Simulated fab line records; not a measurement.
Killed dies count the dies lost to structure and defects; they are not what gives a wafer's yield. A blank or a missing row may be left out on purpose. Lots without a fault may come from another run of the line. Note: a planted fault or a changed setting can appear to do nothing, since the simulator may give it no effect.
Chamber matching + flow sky130 + cmp-02 running SKY_VIA3_CMP_02: 4 sister chambers
The step polishes SiO2. 8 wafers are shown with their chamber, then 12 later ones without.

## WAFERS, EACH WITH ITS CHAMBER
| wafer  | chamber | motorCurrentA (A) |
|--------|---------|-------------------|
| L088.5 | 1       | 12.5              |
| L092.3 | 2       | 11.3              |
| L092.6 | 2       | 10.8              |
| L092.1 | 1       | 12.3              |
| L092.4 | 0       | 9.4               |
| L093.2 | 3       | 11.5              |
| L093.3 | 0       | 9.4               |
| L093.5 | 3       | 11.3              |

## WAFERS WITHOUT THEIR CHAMBER
| wafer  | motorCurrentA (A) |
|--------|-------------------|
| L094.1 | 11.2              |
| L094.3 | 11.2              |
| L094.6 | 11.7              |
| L094.2 | 12.2              |
| L094.4 | 9.6               |
| L094.5 | 11.9              |
| L095.1 | 11.4              |
| L095.4 | 10.9              |
| L095.5 | 9.4               |
| L096.3 | 11.9              |
| L096.5 | 11.6              |
| L096.6 | 12.3              |

## WHICH CHAMBER EACH ONE RAN IN
| wafer  | from the rows above          | in truth |
|--------|------------------------------|----------|
| L094.1 | can't be placed: 2 or 3      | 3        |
| L094.3 | can't be placed: 2 or 3      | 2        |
| L094.6 | can't be placed: 3 or 2 or 1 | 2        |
| L094.2 | 1                            | 1        |
| L094.4 | 0                            | 0        |
| L094.5 | can't be placed: 1 or 3 or 2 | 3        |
| L095.1 | can't be placed: 3 or 2      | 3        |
| L095.4 | can't be placed: 2 or 3      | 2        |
| L095.5 | 0                            | 0        |
| L096.3 | can't be placed: 1 or 3 or 2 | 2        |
| L096.5 | can't be placed: 3 or 2      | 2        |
| L096.6 | 1                            | 1        |
Correctly placed: 4 of 12. Cannot be placed on the basis of these rows: 8; the candidates contain the true chamber in 8. Wrongly placed: 0.
How it was worked out, from the rows above alone: a wafer's distance from a chamber is the root of the sum, over the readings, of the square of ((its reading less the chamber's mean) divided by the reading's scatter). If the next closest chamber is less than 2 further off than the closest, the wafer can't be placed; otherwise it belongs to the closest. A chamber's mean is the mean of its shown wafers. How the scatter is found: for the shown wafers, subtract from each reading the mean of its chamber, square and add these, divide the total by (wafers less chambers), then take the root.
